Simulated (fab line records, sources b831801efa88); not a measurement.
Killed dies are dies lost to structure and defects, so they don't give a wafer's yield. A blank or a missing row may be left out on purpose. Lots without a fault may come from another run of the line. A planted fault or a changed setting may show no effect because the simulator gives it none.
Which tool did it? | flow gf180mcu | 7 lots, 21 wafers sampled, at 3 steps of a route of 602

WHAT THE GAUGES READ, wafer by wafer
GF_M1_THK_MEAS_06: measures by xrf.
lot  | measured     | on            | M1_ALCU_THK (nm)
L958 | day 17 05:31 | film_metro-03 | 431 426 430
L960 | day 17 19:31 | film_metro-04 | 444 435 442
L963 | day 19 00:05 | film_metro-03 | 441 438 433
L969 | day 21 01:12 | film_metro-03 | 447 445 441
L976 | day 23 12:07 | film_metro-04 | 429 423 430
L978 | day 24 05:32 | film_metro-01 | 435 436 432

WHICH TOOL RAN EACH LOT (tool, then ch and the chambers of the sampled wafers, then the start)
lot  | GF_SALICIDE_SPUTTER_02       | GF_CONTACT_PEB_12
L958 | pvd_sputter-02, day 16 03:47 | litho_track-02 ch 0, day 17 03:32
L960 | pvd_sputter-02, day 16 17:56 | litho_track-03 ch 0, day 17 17:34
L963 | pvd_sputter-02, day 17 21:01 | litho_track-02 ch 0, day 18 22:06
L969 | pvd_sputter-02, day 19 21:47 | litho_track-03 ch 0, day 20 23:14
L974 | pvd_sputter-03, day 21 19:47 | litho_track-03, day 22 20:16
L976 | pvd_sputter-02, day 22 10:47 | litho_track-03 ch 0, day 23 10:08
L978 | pvd_sputter-02, day 23 03:00 | litho_track-03 ch 0, day 24 01:45
- GF_SALICIDE_SPUTTER_02: material Co, target thk 10 nm, time 20 s.
- GF_CONTACT_PEB_12: peb time 90 s.

THE ANSWER, worked out from the rows above alone
Rule: what is usual is taken from the lots themselves. Put in order of their means at a reading, lots are off if they are a third of the lots or fewer, leave a main group of 4 or more, and stand apart from it by a gap of 3 or more times the standard deviation of the main group's means; of several such gaps the widest counts. A main group whose means are all the same, to the digits that the tables above print for the reading, isn't used. A lot without any number at a reading at which 4 lots or more have one is off too. The other lots that the step has rows for count as sound.
No lot is off at any reading shown: from this, nothing can be told.

WHAT THE SIMULATOR HAD PUT IN
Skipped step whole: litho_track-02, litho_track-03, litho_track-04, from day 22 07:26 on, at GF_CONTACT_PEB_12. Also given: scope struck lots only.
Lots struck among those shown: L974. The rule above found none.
